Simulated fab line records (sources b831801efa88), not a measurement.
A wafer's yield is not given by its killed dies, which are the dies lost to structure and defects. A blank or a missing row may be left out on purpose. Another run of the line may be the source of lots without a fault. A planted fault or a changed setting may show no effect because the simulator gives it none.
Which tool is to blame? | flow gf180mcu | 6 lots with 18 wafers sampled at 4 steps, on a route of 602 steps

## WHAT THE GAUGES SHOWED, per wafer
GF_V1_THK_MEAS_01.
lot  | measured     | on           | V1_CVD_00_THK (nm)
L708 | day 17 21:10 | filmMetro-04 | 600 614 601
L715 | day 19 05:22 | filmMetro-04 | 600 604 597
L723 | day 22 05:44 | filmMetro-04 | 618 611 600
L725 | day 23 01:28 | filmMetro-02 | 589 607 595
L727 | day 23 17:40 | filmMetro-04 | 584 603 579
L730 | day 24 15:48 | filmMetro-04 | 605 598 600

## EACH LOT AND THE TOOL THAT RAN IT (in order: tool; ch and the chambers of the sampled wafers; start)
lot  | GF_CONTACT_ETCH_16                | GF_CONTACT_CMP_27             | GF_V1_CVD_00
L708 | rieDiel-04 ch 1,2,3, day 16 18:08 | cmp-01 ch 0,1,2, day 16 19:14 | hdpcvd-02 ch 1,2, day 17 21:06
L715 | rieDiel-01 ch 0,2, day 18 02:08   | cmp-01 ch 1,2, day 18 03:04   | hdpcvd-01 ch 1,2, day 19 05:18
L723 | rieDiel-04 ch 0,1, day 21 05:11   | cmp-02 ch 0,2, day 21 06:11   | hdpcvd-01 ch 0,1,2, day 22 05:39
L725 | rieDiel-03 ch 0,1,3, day 22 00:28 | cmp-02 ch 0,1,3, day 22 01:18 | hdpcvd-02 ch 0,2, day 23 01:24
L727 | rieDiel-03 ch 0,2, day 22 17:26   | cmp-02 ch 0,1,3, day 22 18:23 | hdpcvd-02 ch 0,1, day 23 17:36
L730 | rieDiel-03 ch 0,1, day 23 15:11   | cmp-01 ch 0,1,2, day 23 16:05 | hdpcvd-02 ch 1,2, day 24 15:42
- GF_CONTACT_ETCH_16: etches BARC in N2/H2.
- GF_CONTACT_CMP_27: polishes, stops on SiO2, t overpolish 15 s, target thk 0 nm.
- GF_V1_CVD_00: deposits SiO2, target thk 600 nm, time 100 s.

## THE ANSWER, worked out from the rows above alone
Rule: usual is defined by the lots themselves. The widest of any qualifying gaps counts: lots, ordered by their means at a reading, are off when they make up no more than a third of the lots, leave a main group of 4 or more, and stand apart from it by 3 or more times the standard deviation of that group's means. The tables above print the reading to a certain number of digits; a main group whose means all agree to those digits is not used. A lot without any number at a reading at which 4 lots or more have one is off too. All remaining lots with rows at the step are treated as sound.
None of the lots is off at any reading shown; this tells nothing.

## WHAT HAD BEEN PUT IN BY THE SIMULATOR
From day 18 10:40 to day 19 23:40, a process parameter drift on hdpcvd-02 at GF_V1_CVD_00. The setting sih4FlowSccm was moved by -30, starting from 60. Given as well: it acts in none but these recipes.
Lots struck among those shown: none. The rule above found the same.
